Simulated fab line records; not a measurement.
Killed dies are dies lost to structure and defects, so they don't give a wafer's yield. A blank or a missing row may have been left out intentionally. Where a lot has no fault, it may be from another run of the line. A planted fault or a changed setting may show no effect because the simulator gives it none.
Which tool is to blame? || flow sky130 || 72 wafers from 24 lots sampled at 3 of the route's 708 steps

== WHAT EACH GAUGE READ, for each wafer ==
SKY_METAL1_OVL_MEAS_16.
{"lot": "L074", "measured": "day 32 12:55", "on": "overlay-01", "METAL1_OVL (nm)": "-7 -5 0"}
{"lot": "L077", "measured": "day 33 18:28", "on": "overlay-01", "METAL1_OVL (nm)": "-4 1 1"}
{"lot": "L075", "measured": "day 33 19:30", "on": "overlay-01", "METAL1_OVL (nm)": "-5 1 1"}
{"lot": "L076", "measured": "day 33 19:37", "on": "overlay-01", "METAL1_OVL (nm)": "-3 2 -2"}
{"lot": "L078", "measured": "day 34 05:56", "on": "overlay-01", "METAL1_OVL (nm)": "-4 -4 -5"}
{"lot": "L079", "measured": "day 34 08:43", "on": "overlay-02", "METAL1_OVL (nm)": "4 6 7"}
{"lot": "L080", "measured": "day 34 16:13", "on": "overlay-02", "METAL1_OVL (nm)": "0 -2 -3"}
{"lot": "L081", "measured": "day 34 17:46", "on": "overlay-02", "METAL1_OVL (nm)": "3 -4 0"}
{"lot": "L082", "measured": "day 35 09:17", "on": "overlay-02", "METAL1_OVL (nm)": "-1 3 -3"}
{"lot": "L083", "measured": "day 35 13:55", "on": "overlay-01", "METAL1_OVL (nm)": "9 5 8"}
{"lot": "L084", "measured": "day 36 03:18", "on": "overlay-02", "METAL1_OVL (nm)": "-4 6 -5"}
{"lot": "L085", "measured": "day 36 13:19", "on": "overlay-02", "METAL1_OVL (nm)": "-12 -5 -9"}
{"lot": "L086", "measured": "day 36 18:25", "on": "overlay-01", "METAL1_OVL (nm)": "-2 -4 -1"}
{"lot": "L088", "measured": "day 38 12:00", "on": "overlay-01", "METAL1_OVL (nm)": "9 9 1"}
{"lot": "L087", "measured": "day 38 14:09", "on": "overlay-01", "METAL1_OVL (nm)": "-10 -5 -2"}
{"lot": "L090", "measured": "day 38 15:31", "on": "overlay-02", "METAL1_OVL (nm)": "-13 -4 -7"}
{"lot": "L092", "measured": "day 38 16:35", "on": "overlay-02", "METAL1_OVL (nm)": "-7 5 -2"}
{"lot": "L089", "measured": "day 38 17:05", "on": "overlay-02", "METAL1_OVL (nm)": "3 5 8"}
{"lot": "L091", "measured": "day 38 17:25", "on": "overlay-01", "METAL1_OVL (nm)": "-13 -11 -4"}
{"lot": "L093", "measured": "day 38 19:40", "on": "overlay-02", "METAL1_OVL (nm)": "-8 1 -6"}
{"lot": "L094", "measured": "day 39 07:43", "on": "overlay-01", "METAL1_OVL (nm)": "-1 8 -4"}
{"lot": "L096", "measured": "day 40 09:34", "on": "overlay-02", "METAL1_OVL (nm)": "-2 -6 -8"}
{"lot": "L095", "measured": "day 40 10:40", "on": "overlay-02", "METAL1_OVL (nm)": "-1 -5 0"}
{"lot": "L097", "measured": "day 40 12:34", "on": "overlay-02", "METAL1_OVL (nm)": "-12 -12 -9"}

SKY_METAL2_CD_MEAS_15 targets a cd of 140 nm.
{"lot": "L074", "measured": "day 34 20:40", "on": "cdSem-01", "cdNm (nm)": "140.0 139.8 139.6"}
{"lot": "L077", "measured": "day 36 02:00", "on": "cdSem-01", "cdNm (nm)": "138.2 139.3 138.5"}
{"lot": "L075", "measured": "day 36 03:31", "on": "cdSem-02", "cdNm (nm)": "142.7 142.7 142.5"}
{"lot": "L076", "measured": "day 36 03:53", "on": "cdSem-01", "cdNm (nm)": "139.2 140.2 139.8"}
{"lot": "L078", "measured": "day 36 14:18", "on": "cdSem-01", "cdNm (nm)": "137.9 137.7 137.9"}
{"lot": "L079", "measured": "day 36 16:23", "on": "cdSem-01", "cdNm (nm)": "140.9 139.7 140.0"}
{"lot": "L080", "measured": "day 37 01:30", "on": "cdSem-01", "cdNm (nm)": "138.8 138.7 138.5"}
{"lot": "L081", "measured": "day 37 02:48", "on": "cdSem-01", "cdNm (nm)": "138.8 137.0 139.5"}
{"lot": "L082", "measured": "day 37 16:53", "on": "cdSem-02", "cdNm (nm)": "139.8 140.2 139.2"}
{"lot": "L083", "measured": "day 37 21:17", "on": "cdSem-01", "cdNm (nm)": "140.8 139.2 137.3"}
{"lot": "L084", "measured": "day 38 10:29", "on": "cdSem-02", "cdNm (nm)": "140.2 140.0 140.2"}
{"lot": "L085", "measured": "day 38 20:29", "on": "cdSem-01", "cdNm (nm)": "141.5 142.2 140.8"}
{"lot": "L086", "measured": "day 39 00:26", "on": "cdSem-01", "cdNm (nm)": "139.0 140.4 139.5"}
{"lot": "L088", "measured": "day 40 16:53", "on": "cdSem-01", "cdNm (nm)": "141.8 143.0 141.0"}
{"lot": "L087", "measured": "day 40 18:42", "on": "cdSem-01", "cdNm (nm)": "138.8 139.4 139.8"}
{"lot": "L090", "measured": "day 40 20:06", "on": "cdSem-01", "cdNm (nm)": "138.6 138.4 138.4"}
{"lot": "L092", "measured": "day 40 21:14", "on": "cdSem-02", "cdNm (nm)": "139.0 139.5 138.7"}
{"lot": "L089", "measured": "day 40 21:30", "on": "cdSem-02", "cdNm (nm)": "139.6 138.6 141.5"}
{"lot": "L091", "measured": "day 40 22:50", "on": "cdSem-02", "cdNm (nm)": "139.6 139.8 140.1"}
{"lot": "L093", "measured": "day 41 00:06", "on": "cdSem-01", "cdNm (nm)": "138.8 139.8 140.0"}
{"lot": "L094", "measured": "day 41 09:38", "on": "cdSem-01", "cdNm (nm)": "143.2 144.3 143.8"}
{"lot": "L096", "measured": "day 42 11:50", "on": "cdSem-02", "cdNm (nm)": "140.2 140.6 140.5"}
{"lot": "L095", "measured": "day 42 12:47", "on": "cdSem-02", "cdNm (nm)": "138.2 138.3 138.2"}
{"lot": "L097", "measured": "day 42 15:14", "on": "cdSem-01", "cdNm (nm)": "142.7 142.9 140.9"}

SKY_VIA2_OVL_MEAS_13.
{"lot": "L074", "measured": "day 36 00:21", "on": "overlay-02", "VIA2_OVL (nm)": "-1 1 1"}
{"lot": "L077", "measured": "day 37 06:42", "on": "overlay-02", "VIA2_OVL (nm)": "-7 2 -7"}
{"lot": "L075", "measured": "day 37 08:01", "on": "overlay-02", "VIA2_OVL (nm)": "9 6 -1"}
{"lot": "L076", "measured": "day 37 08:52", "on": "overlay-01", "VIA2_OVL (nm)": "8 6 8"}
{"lot": "L078", "measured": "day 37 18:53", "on": "overlay-01", "VIA2_OVL (nm)": "8 0 3"}
{"lot": "L079", "measured": "day 37 19:54", "on": "overlay-02", "VIA2_OVL (nm)": "3 -6 -3"}
{"lot": "L080", "measured": "day 38 04:44", "on": "overlay-02", "VIA2_OVL (nm)": "2 12 7"}
{"lot": "L081", "measured": "day 38 07:04", "on": "overlay-01", "VIA2_OVL (nm)": "-6 10 -5"}
{"lot": "L082", "measured": "day 38 20:13", "on": "overlay-02", "VIA2_OVL (nm)": "0 -1 3"}
{"lot": "L083", "measured": "day 39 00:01", "on": "overlay-01", "VIA2_OVL (nm)": "4 8 4"}
{"lot": "L084", "measured": "day 39 13:30", "on": "overlay-01", "VIA2_OVL (nm)": "-4 -3 5"}
{"lot": "L085", "measured": "day 39 22:36", "on": "overlay-02", "VIA2_OVL (nm)": "2 10 2"}
{"lot": "L086", "measured": "day 40 02:04", "on": "overlay-01", "VIA2_OVL (nm)": "2 -7 -4"}
{"lot": "L088", "measured": "day 41 18:27", "on": "overlay-01", "VIA2_OVL (nm)": "2 6 0"}
{"lot": "L087", "measured": "day 41 20:18", "on": "overlay-01", "VIA2_OVL (nm)": "-1 4 6"}
{"lot": "L090", "measured": "day 41 21:01", "on": "overlay-02", "VIA2_OVL (nm)": "3 3 6"}
{"lot": "L092", "measured": "day 41 22:10", "on": "overlay-02", "VIA2_OVL (nm)": "3 4 3"}
{"lot": "L089", "measured": "day 41 22:47", "on": "overlay-01", "VIA2_OVL (nm)": "-1 7 4"}
{"lot": "L091", "measured": "day 42 00:33", "on": "overlay-01", "VIA2_OVL (nm)": "10 -1 3"}
{"lot": "L093", "measured": "day 42 01:29", "on": "overlay-01", "VIA2_OVL (nm)": "-8 7 4"}
{"lot": "L094", "measured": "day 42 09:52", "on": "overlay-02", "VIA2_OVL (nm)": "4 4 5"}
{"lot": "L096", "measured": "day 43 12:33", "on": "overlay-02", "VIA2_OVL (nm)": "8 0 4"}
{"lot": "L095", "measured": "day 43 13:33", "on": "overlay-01", "VIA2_OVL (nm)": "-1 -6 -5"}
{"lot": "L097", "measured": "day 43 15:48", "on": "overlay-01", "VIA2_OVL (nm)": "-2 11 7"}

== WHAT TOOL EACH LOT RAN ON (gives the tool, then ch and the chambers of the sampled wafers, and finally the start) ==
No process step before these readings appears in the record.

== AS READ BY THE TOOLS THEMSELVES (means over the sampled wafers that have a number; for cases with no such wafer, the mark the record gives instead) ==
The record holds no such reading with a usual standard deviation.

== THE ANSWER, worked out from the rows above alone ==
Rule: usual is defined by the lots themselves. Put in order of their means at a reading, lots are off if they are a third of the lots or fewer, leave a main group of 4 or more, and stand apart from it by a gap of 3 or more times the standard deviation of the main group's means; of several such gaps the widest counts. If all means in a main group match to the digits the tables above print for the reading, that group is not used. A lot without any number at a reading at which 4 lots or more have one is off too. All remaining lots with rows at the step are treated as sound. First the gauges in route order, then the tools' own readings, where a lot's mean is used as printed above. The first step at which some lot is off is used, and at that step the reading that is off furthest; a lot without a number counts as furthest.
None of the lots is off at any reading shown; this tells nothing.

== WHAT HAD BEEN PUT IN BY THE SIMULATOR ==
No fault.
